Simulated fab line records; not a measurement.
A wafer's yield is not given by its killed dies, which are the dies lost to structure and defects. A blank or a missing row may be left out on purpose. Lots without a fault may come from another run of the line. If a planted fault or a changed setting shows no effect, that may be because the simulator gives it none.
Struck lot and sound lot, side by side | flow sfqLine | 21 steps out of a route of 325
Sound: the wafers L569.1, L569.3, L569.6. Wafers struck: L575.3, L575.4, L575.5. The cause is given at the end.
At each step with rows: each side's tool, then ch and its chambers, then its first start. Under that, the readings that differ: sound wafers | struck wafers | difference of the means | sigmas: that difference in standard deviations of wafers without a fault.
alike: words and numbers the same on both sides, and readings whose means are apart by under 2 such deviations; not compared: readings that were withheld, readings missing a value for some wafer, numbers with overlapping values and no deviation given by the record, and bounds like >300 which may hide the same value.
The two part at a step that has a row with sigmas, a row that says differs or no value, or rows on one side only. Numbers that have no deviation but don't overlap get no sigmas and don't part them. A reading missing from all wafers of one side parts the sides only when that side holds two or more wafers.

first, 3 steps without rows for these wafers: SFQ_TRILAYER_M0_LITHO_EXPOSE_022 (exposes mask M0, target cd 500 nm); SFQ_TRILAYER_M0_LITHO_PEB_024 (peb time 60 s); SFQ_TRILAYER_M0_LITHO_DEVELOP_023 (time 60 s).
SFQ_M0_OVL_MEAS_906:
  sound: overlay-02 at day 10 01:07; struck: overlay-02 at day 13 03:12
  alike: M0_OVL
SFQ_TRILAYER_M0_BARC_OPEN_METAL_ETCH_031: etches BARC in O2, target depth 125 nm, time 41.7 s.
  sound on rieMetal-02 ch 1, day 10 01:09; struck on rieMetal-03 ch 0,1, day 13 03:14
reading                  | sound       | struck      | difference | sigmas
drypumpMotorCurrentA (A) | 5.2 5.2 5.2 | 6.6 6.1 6.1 | +1.1       | +2
  alike: oesProductAu
  not compared: rfHoursCounterH
then, 1 step without rows for these wafers: SFQ_TRILAYER_M0_ETCH_METAL_ETCH_024 (etches Nb in Cl2/Ar, stops on SiO2, target depth 240 nm, time 120 s).
SFQ_TRILAYER_M0_STRIP_STRIP_025: strips in O2.
  sound on rieMetal-02 ch 1, day 10 01:20; struck on rieMetal-03 ch 0,1, day 13 03:37
reading                  | sound       | struck      | difference | sigmas
drypumpMotorCurrentA (A) | 5.2 5.2 5.2 | 6.6 6.1 6.1 | +1.1       | +2
  alike: oesProductAu
  not compared: rfHoursCounterH
then, 1 step without rows for these wafers: SFQ_TRILAYER_M0_STRIP_SOLV_CLEAN_026 (cleans in NMP, time 600 s).
SFQ_TRILAYER_I0_DEP_PECVD_027: deposits SiO2 from SiH4/N2O, time 111.11 s, target thk 500 nm.
  sound on pecvd-02 ch 0,1, day 10 02:07; struck on pecvd-04 ch 0,2, day 13 04:11
reading            | sound       | struck      | difference | sigmas
showerheadVppV (V) | 912 930 933 | 764 764 889 | -119       | -2
  alike: chamberPressureTorr, heaterPowerW, susceptorTempC, throttleValvePct
then, 1 step without rows for these wafers: SFQ_TRILAYER_I0_CMP_CMP_028 (polishes SiO2).
SFQ_I0_BOW_MEAS_907:
  sound: filmMetro-02 at day 10 05:11; struck: filmMetro-01 at day 13 07:18
  alike: I0_BOW
SFQ_TRILAYER_I0_METRO_MEASURE_029:
  sound: filmMetro-02 at day 10 05:19; struck: filmMetro-01 at day 13 07:47
  alike: thkNm
SFQ_TRILAYER_I0_VIA_LITHO_COAT_036: resist thk 62 nm.
  sound on lithoTrack-04 ch 0, day 10 06:31; struck on lithoTrack-04 ch 0, day 13 08:41
reading                                                 | sound            | struck            | difference | sigmas
model.BARC_of_TRILAYER_I0_VIA_LITHO_COAT_036.thkNm (nm) | 61.87 62.19 62.2 | 63.33 63.44 63.14 | +1.22      | 
then, 5 steps without rows for these wafers: SFQ_TRILAYER_I0_VIA_LITHO_COAT_031 (resist thk 650 nm); SFQ_TRILAYER_I0_VIA_LITHO_SOFTBAKE_035; SFQ_TRILAYER_I0_VIA_LITHO_EXPOSE_032 (exposes mask I0, target cd 500 nm); SFQ_TRILAYER_I0_VIA_LITHO_PEB_034 (peb time 60 s); SFQ_TRILAYER_I0_VIA_LITHO_DEVELOP_033 (time 60 s).
-- the record jumps here: 5 days lie between the struck wafers' starts before and after --
SFQ_I0_OVL_MEAS_908:
  sound: overlay-01 at day 10 10:52; struck: overlay-01 at day 17 21:21
  alike: I0_OVL
SFQ_TRILAYER_I0_VIA_BARC_OPEN_VIA_ETCH_046: etches BARC in O2, target depth 125 nm, time 41.7 s.
  sound on rieDiel-04 ch 1,2,3, day 10 10:55; struck on rieDiel-01 ch 1,2,3, day 17 21:22
reading                 | sound             | struck            | difference | sigmas
oesProductAu (a.u.)     | 0.687 0.680 0.685 | 0.703 0.693 0.686 | +0.010     | +2
model.etch.depthNm (nm) | 61.87 62.19 62.2  | 63.33 63.44 63.14 | +1.22      | 
  alike: drypumpMotorCurrentA
  not compared: rfHoursCounterH
SFQ_TRILAYER_I0_VIA_ETCH_VIA_ETCH_034: etches SiO2 in CHF3, stops on Nb, target depth 260 nm.
  sound on rieDiel-04 ch 1,2,3, day 10 10:57; struck on rieDiel-01 ch 1,2,3, day 17 21:25
  alike: drypumpMotorCurrentA, oesProductAu

WHERE THEY PART
Last at SFQ_TRILAYER_I0_VIA_BARC_OPEN_VIA_ETCH_046 as far as this record goes, first at SFQ_TRILAYER_M0_BARC_OPEN_METAL_ETCH_031. Later steps at which nothing parts them and some readings are alike: SFQ_TRILAYER_I0_VIA_ETCH_VIA_ETCH_034.

WHY: what had been put in by the simulator
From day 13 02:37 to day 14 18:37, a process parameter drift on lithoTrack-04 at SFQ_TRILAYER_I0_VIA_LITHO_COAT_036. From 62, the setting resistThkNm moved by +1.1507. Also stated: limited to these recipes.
